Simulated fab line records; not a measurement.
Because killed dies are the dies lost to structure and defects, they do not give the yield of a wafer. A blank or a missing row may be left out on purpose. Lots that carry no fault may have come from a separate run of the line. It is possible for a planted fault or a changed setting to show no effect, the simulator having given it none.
Struck lot and sound lot, side by side || flow sfq line || 13 out of 325 route steps
Sound: wafers L304.2, L304.3, L304.6. Struck: wafer L295.3. (L295.1, L295.4 of the same lot were not struck and are left out.) The cause comes at the end.
For every step that has rows: the tool of each side, followed by ch and its chambers, followed by its first start. Under that, the readings that differ: sound wafers || struck wafers || difference of the means || sigmas: that difference in standard deviations of wafers without a fault.
alike: words and numbers the same on both sides, and readings whose means are apart by under 2 such deviations; not compared: readings that were withheld, readings missing a value for some wafer, numbers with overlapping values and no deviation given by the record, and bounds like >300 which may hide the same value.
Wherever a step has rows on one side only, a row that says differs or no value, or a row with sigmas, the two part there. When numbers do not overlap yet have no deviation, they are printed without sigmas and do not part them. Lack of a reading on every wafer of one side parts them only where that side has two or more wafers.

first, 1 step without rows for these wafers: SFQ_TRILAYER_M4_DEP_PRE_CLEAN_092 (time 22.5 s).
SFQ_TRILAYER_M4_DEP_SPUTTER_091: material Nb, target thk 200 nm, time 133.3 s.
  sound on pvd sputter-05 at day 37 17:37; struck on pvd sputter-03 at day 35 00:05
{"reading": "throttle valve pct (%)", "sound": "31.3 31.2 30.9", "struck": 29.2, "difference": -1.9, "sigmas": -2}
  alike: base pressure pa
SFQ_M4_RS_MEAS_924: measures by four-point-probe.
  sound on film metro-01 at day 37 17:43; struck on film metro-04 at day 35 00:11
  alike: M4_NB_RS
then, 6 steps without rows for these wafers: SFQ_TRILAYER_M4_LITHO_COAT_098 (resist thk 62 nm); SFQ_TRILAYER_M4_LITHO_COAT_093 (resist thk 600 nm); SFQ_TRILAYER_M4_LITHO_SOFTBAKE_097; SFQ_TRILAYER_M4_LITHO_EXPOSE_094 (exposes mask M4, target cd 500 nm); SFQ_TRILAYER_M4_LITHO_PEB_096 (peb time 60 s); SFQ_TRILAYER_M4_LITHO_DEVELOP_095 (time 60 s).
SFQ_M4_OVL_MEAS_926:
  sound on overlay-01 at day 39 04:37; struck on overlay-02 at day 36 16:37
  alike: M4_OVL
SFQ_TRILAYER_M4_BARC_OPEN_METAL_ETCH_123: etches BARC in O2, target depth 125 nm, time 41.7 s.
  sound on rie metal-02 ch 0, day 39 04:39; struck on rie metal-04 ch 0, day 36 16:39
  alike: drypump motor current A, oes product au
  not compared: rf hours counter h
SFQ_TRILAYER_M4_ETCH_METAL_ETCH_096: etches Nb in Cl2/Ar, stops on SiO2, target depth 240 nm, time 120 s.
  sound on rie metal-02 ch 0, day 39 04:43; struck on rie metal-04 ch 0, day 36 16:43
{"reading": "model.KrF_of_TRILAYER_M4_LITHO_COAT_093.thk nm (nm)", "sound": "380.3 381.3 381.2", "struck": 290.6, "difference": -90.3, "sigmas": ""}
{"reading": "model.M4.feature depth nm (nm)", "sound": "203.2 202 201.4", "struck": 215.7, "difference": "+13.5", "sigmas": ""}
{"reading": "model.SiO2_of_TRILAYER_I3_DEP_PECVD_081.thk nm (nm)", "sound": "192.3 191.3 191.1", "struck": 179.5, "difference": -12.1, "sigmas": ""}
  alike: drypump motor current A, oes product au
  not compared: rf hours counter h
SFQ_TRILAYER_M4_STRIP_STRIP_097: strips in O2.
  sound on rie metal-02 ch 0, day 39 04:50; struck on rie metal-04 ch 0, day 36 16:50
  alike: drypump motor current A, oes product au
  not compared: rf hours counter h

WHERE THEY PART
At SFQ_TRILAYER_M4_DEP_SPUTTER_091 and nowhere else, as far as this record goes. Later steps at which nothing parts them and some readings are alike: SFQ_M4_RS_MEAS_924, SFQ_M4_OVL_MEAS_926, SFQ_TRILAYER_M4_BARC_OPEN_METAL_ETCH_123, SFQ_TRILAYER_M4_ETCH_METAL_ETCH_096, SFQ_TRILAYER_M4_STRIP_STRIP_097.

WHY: what the simulator had put in
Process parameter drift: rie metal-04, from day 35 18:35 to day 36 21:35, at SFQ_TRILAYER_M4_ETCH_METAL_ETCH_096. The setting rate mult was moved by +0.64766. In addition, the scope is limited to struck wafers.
